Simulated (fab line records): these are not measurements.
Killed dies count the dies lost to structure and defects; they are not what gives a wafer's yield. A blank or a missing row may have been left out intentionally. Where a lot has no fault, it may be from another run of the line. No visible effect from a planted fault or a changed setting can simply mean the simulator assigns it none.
fab line records    flow sfq_line
[record] lots = 5  wafers = 15  last_day = 83
route steps=325 shown L0@12 L0V@16
lots that met no fault: taken from a fault-free run of the same line
start_h: start of the lot's first displayed wafer, in hours after the record's first day    wait_h: time in hours since the lot's previous step    " unchanged from the row above    L1.1+2: a row that stands for several wafers    - either no value or no given start    * or withheld: withheld    < > ~ a bound
route shown NAME@n: NAME is a module with steps in the file, n the number in the route of the first one    usual: average and standard deviation across the fault-free wafers    same: alike in all rows    chamber/n: place in a boat    sites: readings site by site    _std_site: their standard deviation    _edge_site: mean of outer sites minus mean of inner sites    radius_mm: how far each site lies from the wafer's centre    mask NAME#n: copy n    behind: the tool/chamber that last shaped the wafer    hold: why the lot went on hold/how many hours it stayed there/how the hold came to an end    device: names the non-switching transistor (n, p or np)    end of line: the tests these same wafers got at the end of their route    for a step that has no rows: nothing shown but its recipe    killed: count of dies lost to structure and defects at first sort (not the wafer's yield)    map: dies across one wafer; x = killed, . = not, _ = none there
set.NAME: the setting as run; set.NAME@STEP: as run at that earlier step    model.NAME: the simulator's own value behind a step, which no gauge read
lots at some steps of the route; a table a step, a row a wafer
services: when a tool's chamber went out of use (start_h, in hours from the record's first day, below 0 if earlier), for how many hours, and the reason
[[steps]]
[step SFQ_TRILAYER_L0_BARC_OPEN_METAL_ETCH_010]
[recipe] mask_material = PR  chemistry = O2  target_depth_nm = 125  target = BARC  icp_w = 600  bias_w = 80  pressure_mtorr = 10  time_s = 41.7
[usual] bias_w = 79.98/0.24  chamber_pressure_mTorr = 10.000/0.0092  drypump_motor_current_A = 5.6/0.51  oes_product_au = 0.685/0.005
lot.wafer  tool          chamber  start_h  wait_h  bias_w  chamber_pressure_mTorr  drypump_motor_current_A  oes_product_au  rf_hours_counter_h
L936.1     rie_metal-01  1        89.41    0.1     79.87   9.996                   5.7                      0.685           1
L936.3     "             0        "        "       80.15   10.001                  5.3                      0.687           -
L936.4     "             1        "        "       79.66   9.994                   5.6                      0.692           -
L941.2     rie_metal-02  1        106.21   0.1     80.19   9.991                   5.9                      0.686           169
L941.4     "             0        "        "       79.90   9.988                   6.6                      0.690           -
L941.5     "             1        "        "       80.06   10.001                  5.9                      0.691           -
L944.1     rie_metal-03  1        125.93   0.1     79.82   9.999                   5.0                      0.676           81
L944.2     "             0        "        "       79.85   10.003                  6.0                      0.685           200
L944.3     "             1        "        "       79.93   10.013                  5.0                      0.687           -
L945.2     rie_metal-02  0        131.93   0.1     80.03   10.015                  6.6                      0.689           84
L945.4     "             0        "        "       79.70   10.002                  6.6                      0.689           -
L945.6     "             0        "        "       79.64   9.985                   6.6                      0.688           -
L957.3     rie_metal-03  1        202.35   0.1     80.21   10.003                  5.0                      0.687           -
L957.4     "             0        "        "       79.94   9.990                   6.0                      0.690           -
L957.5     "             1        "        "       80.05   9.994                   5.0                      0.683           -
[step SFQ_TRILAYER_L0_ETCH_METAL_ETCH_008]
[recipe] target = MoNx_KI  stop_on = SiO2  mask_material = PR  chemistry = SF6/O2  target_depth_nm = 50  icp_w = 600  bias_w = 80  pressure_mtorr = 10  time_s = 25
[usual] bias_w = 80.01/0.23  chamber_pressure_mTorr = 10.000/0.0093  drypump_motor_current_A = 5.6/0.51  oes_product_au = 0.874/0.0072
lot.wafer  tool          chamber  start_h  wait_h  bias_w  chamber_pressure_mTorr  drypump_motor_current_A  oes_product_au  rf_hours_counter_h
L936.1     rie_metal-01  1        89.47    0.0     79.94   9.995                   5.7                      0.876           1
L936.3     "             0        "        "       79.66   10.006                  5.3                      0.877           -
L936.4     "             1        "        "       80.02   9.996                   5.7                      0.872           -
L941.2     rie_metal-02  1        106.27   0.0     80.18   10.000                  5.9                      0.876           169
L941.4     "             0        "        "       79.77   9.999                   6.6                      0.881           -
L941.5     "             1        "        "       79.78   10.008                  5.9                      0.878           -
L944.1     rie_metal-03  1        125.99   0.0     79.67   9.998                   5.0                      0.886           81
L944.2     "             0        "        "       80.16   9.992                   6.0                      0.885           200
L944.3     "             1        "        "       79.99   9.997                   5.0                      0.886           -
L945.2     rie_metal-02  0        131.99   0.0     80.24   9.988                   6.6                      0.873           85
L945.4     "             0        "        "       80.03   10.008                  6.6                      0.888           -
L945.6     "             0        "        "       80.02   9.994                   6.6                      0.872           -
L957.3     rie_metal-03  1        202.41   0.0     80.01   10.005                  5.0                      0.871           -
L957.4     "             0        "        "       80.28   9.980                   6.0                      0.863           -
L957.5     "             1        "        "       79.87   9.987                   5.0                      0.875           -
[step SFQ_TRILAYER_L0_STRIP_STRIP_009]
[recipe] gas = O2  power_w = 200  platen_temp_c = 40  overash_fraction = 0.65  chemistry = O2  pressure_mtorr = 50
[usual] chamber_pressure_mTorr = 50.00/0.045  drypump_motor_current_A = 5.6/0.51  oes_product_au = 1.001/0.0072
lot.wafer  tool          chamber  start_h  wait_h  chamber_pressure_mTorr  drypump_motor_current_A  oes_product_au  rf_hours_counter_h
L936.1     rie_metal-01  1        89.51    0.0     50.02                   5.6                      0.997           1
L936.3     "             0        "        "       50.01                   5.3                      1.009           -
L936.4     "             1        "        "       49.96                   5.7                      1.000           -
L941.2     rie_metal-02  1        106.31   0.0     50.04                   5.9                      0.992           169
L941.4     "             0        "        "       50.02                   6.6                      0.996           -
L941.5     "             1        "        "       50.00                   5.9                      0.999           -
L944.1     rie_metal-03  1        126.04   0.0     49.95                   5.0                      1.000           81
L944.2     "             0        "        "       50.05                   6.0                      0.993           200
L944.3     "             1        "        "       50.04                   5.0                      1.005           -
L945.2     rie_metal-02  0        132.04   0.0     49.99                   6.6                      0.993           85
L945.4     "             0        "        "       49.94                   6.6                      1.000           -
L945.6     "             0        "        "       50.11                   6.6                      0.997           -
L957.3     rie_metal-03  1        202.64   0.2     50.07                   5.0                      1.003           -
L957.4     "             0        "        "       50.09                   5.9                      0.998           -
L957.5     "             1        "        "       50.06                   5.0                      0.994           -
[step SFQ_TRILAYER_L0_STRIP_SOLV_CLEAN_010]
[recipe] chemistry = NMP  temp_c = 70  time_s = 600
[step SFQ_TRILAYER_L0_CAP_PECVD_011]
[recipe] material = SiO2  temp_c = 150  time_s = 13.333  pressure_torr = 2.4  rf_w = 183.3  precursor = SiH4/N2O  target_thk_nm = 60
[usual] heater_power_w = 81/16  showerhead_vpp_V = 829/35  throttle_valve_pct = 25.7/1.2
lot.wafer  tool      chamber  start_h  wait_h  heater_power_w  showerhead_vpp_V  throttle_valve_pct
L936.1     pecvd-01  2        90.29    0.0     56              783               26.5
L936.3     "         1        "        "       74              788               23.9
L936.4     "         1        "        "       75              803               23.8
L941.2     pecvd-02  2        107.09   0.0     73              864               25.7
L941.4     "         2        "        "       72              877               25.9
L941.5     "         1        "        "       61              813               27.1
L944.1     pecvd-03  1        126.81   0.0     77              813               24.4
L944.2     "         0        "        "       102             863               25.7
L944.3     "         2        "        "       86              850               25.5
L945.2     pecvd-02  0        132.81   0.0     83              873               24.9
L945.4     "         0        "        "       80              880               24.5
L945.6     "         2        "        "       80              876               26.0
L957.3     pecvd-01  2        203.25   0.0     65              779               26.6
L957.4     "         2        "        "       66              773               26.7
L957.5     "         1        "        "       67              800               23.7
[step SFQ_TRILAYER_L0_VIA_LITHO_COAT_018]
[recipe] resist = BARC  spin_rpm = 3000  resist_thk_nm = 62
[step SFQ_TRILAYER_L0_VIA_LITHO_COAT_013]
[recipe] resist = KrF  spin_rpm = 3000  resist_thk_nm = 650
[step SFQ_TRILAYER_L0_VIA_LITHO_SOFTBAKE_017]
[recipe] temp_c = withheld  time_s = withheld  resist = KrF
[step SFQ_TRILAYER_L0_VIA_LITHO_EXPOSE_014]
[recipe] mask_id = L0V  na = 0.6  source_shape = conventional  sigma_outer = 0.65  target_cd_nm = 700  dose_mj = 21.3
[step SFQ_TRILAYER_L0_VIA_LITHO_PEB_016]
[recipe] peb_temp_c = 115  peb_time_s = 60  resist = KrF
[step SFQ_TRILAYER_L0_VIA_LITHO_DEVELOP_015]
[recipe] time_s = 60  resist = KrF
[step SFQ_L0V_OVL_MEAS_903]
[usual] L0V_OVL = 0/4.6
lot.wafer  tool        chamber  start_h  wait_h  L0V_OVL[nm]
L936.1     overlay-02  -        166.78   0.1     -4
L936.3     "           -        "        "       -3
L936.4     "           -        "        "       -9
L941.2     overlay-02  -        185.54   0.1     -3
L941.4     "           -        "        "       4
L941.5     "           -        "        "       -1
L944.1     overlay-02  -        205.93   0.1     -6
L944.2     "           -        "        "       -8
L944.3     "           -        "        "       -7
L945.2     overlay-01  -        211.94   0.1     2
L945.4     "           -        "        "       6
L945.6     "           -        "        "       4
L957.3     overlay-01  -        290.70   0.1     -3
L957.4     "           -        "        "       -4
L957.5     "           -        "        "       -7
[step SFQ_TRILAYER_L0_VIA_BARC_OPEN_VIA_ETCH_021]
[recipe] mask_material = PR  chemistry = O2  target_depth_nm = 125  target = BARC  source_w = 500  bias_w = 80  pressure_mtorr = 30  time_s = 41.7
[usual] bias_w = 80.02/0.24  chamber_pressure_mTorr = 30.00/0.051  drypump_motor_current_A = 5.6/0.44  oes_product_au = 0.685/0.0046
lot.wafer  tool         chamber  start_h  wait_h  bias_w  chamber_pressure_mTorr  drypump_motor_current_A  oes_product_au  rf_hours_counter_h
L936.1     rie_diel-01  1        166.82   0.0     80.30   30.03                   5.8                      0.687           3
L936.3     "            3        "        "       80.16   30.01                   5.1                      0.683           83
L936.4     "            0        "        "       79.69   30.00                   5.8                      0.693           5
L941.2     rie_diel-04  3        185.57   0.0     80.20   30.04                   5.6                      0.689           4
L941.4     "            0        "        "       80.16   29.97                   6.2                      0.685           13
L941.5     "            2        "        "       80.16   30.05                   5.6                      0.683           -
L944.1     rie_diel-04  2        205.97   0.0     79.65   30.01                   5.6                      0.683           148
L944.2     "            3        "        "       75.55   29.98                   5.6                      0.686           4
L944.3     "            1        "        "       80.23   29.94                   4.8                      0.686           1
L945.2     rie_diel-02  0        211.97   0.0     79.59   29.99                   6.4                      0.678           10
L945.4     "            3        "        "       79.67   29.95                   5.3                      0.682           7
L945.6     "            3        "        "       79.76   30.05                   5.3                      0.678           -
L957.3     rie_diel-01  3        290.72   0.0     79.94   30.03                   5.1                      0.690           86
L957.4     "            1        "        "       79.62   30.01                   5.8                      0.685           6
L957.5     "            3        "        "       80.23   30.01                   5.1                      0.680           -
[step SFQ_TRILAYER_L0_VIA_ETCH_VIA_ETCH_016]
[recipe] target = SiO2  stop_on = MoNx_KI  mask_material = PR  chemistry = CHF3  target_depth_nm = 80  source_w = 500  bias_w = 80  pressure_mtorr = 30  time_s = withheld
[usual] bias_w = 79.99/0.23  chamber_pressure_mTorr = 30.002/0.025  drypump_motor_current_A = 5.6/0.44  oes_product_au = 0.843/0.0071
lot.wafer  tool         chamber  start_h  wait_h  bias_w  chamber_pressure_mTorr  drypump_motor_current_A  oes_product_au
L936.1     rie_diel-01  1        166.86   0.0     80.05   30.015                  5.8                      0.838
L936.3     "            3        "        "       79.69   29.960                  5.1                      0.846
L936.4     "            0        "        "       80.08   30.012                  5.8                      0.849
L941.2     rie_diel-04  3        185.61   0.0     80.17   29.973                  5.6                      0.840
L941.4     "            0        "        "       79.83   30.014                  6.2                      0.843
L941.5     "            2        "        "       79.73   29.951                  5.5                      0.842
L944.1     rie_diel-04  2        206.01   0.0     79.99   29.997                  5.6                      0.846
L944.2     "            3        "        "       79.45   29.991                  5.6                      0.838
L944.3     "            1        "        "       79.98   30.023                  4.8                      0.846
L945.2     rie_diel-02  0        212.01   0.0     79.89   29.935                  6.4                      0.845
L945.4     "            3        "        "       79.96   30.024                  5.3                      0.851
L945.6     "            3        "        "       79.93   30.015                  5.3                      0.852
L957.3     rie_diel-01  3        290.76   0.0     80.21   30.007                  5.1                      0.841
L957.4     "            1        "        "       80.07   30.003                  5.8                      0.848
L957.5     "            3        "        "       80.22   30.010                  5.2                      0.842
[[services]]
tool          chamber  start_h  hours  kind
rie_metal-02  -        73.26    2.8    pm
rie_diel-01   2        111.75   12.3   repair
rie_diel-04   1        131.11   -      clean
rie_metal-03  0        147.71   -      clean
rie_metal-03  0        147.71   14.8   scheduled_down
rie_metal-03  0        147.71   14.8   vent_cycle
pecvd-01      0        149.08   3.8    repair
pecvd-03      2        172.83   6.0    repair
pecvd-02      1        181.03   5.4    repair
pecvd-02      -        194.25   14.0   pm
rie_metal-02  -        198.75   21.4   repair
rie_metal-02  -        199.00   1.1    repair
rie_metal-01  -        201.08   2.8    pm
rie_diel-02   -        202.08   3.0    repair
rie_diel-02   0        202.66   5.5    repair
rie_diel-04   2        206.22   7.1    repair
pecvd-01      0        224.12   6.2    repair
pecvd-02      -        235.74   2.8    pm
rie_metal-03  -        239.28   28.1   pm
rie_metal-02  1        240.21   -      clean
rie_metal-02  1        240.21   27.3   scheduled_down
rie_metal-02  1        240.21   27.3   vent_cycle
pecvd-01      -        254.23   0.9    repair
pecvd-03      -        282.57   2.0    repair
[[key]]
[first_sign] step = SFQ_TRILAYER_L0_VIA_BARC_OPEN_VIA_ETCH_021  reading = bias_w  direction = down  sigmas = 19  usual = 80.02  struck = 75.55
effect none on later readings
met_at SFQ_TRILAYER_L0_VIA_BARC_OPEN_VIA_ETCH_021
struck_wafers L944.2
onset_between 185.57 205.97
[fault] kind = process_parameter_drift  tool = rie_diel-04  chamber = 3  onset_h = 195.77  steps = SFQ_TRILAYER_L0_VIA_BARC_OPEN_VIA_ETCH_021  channel = bias_w  offset = -4.025  shape = step  end_h = 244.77  acts_in = these_recipes_only  stated = 80
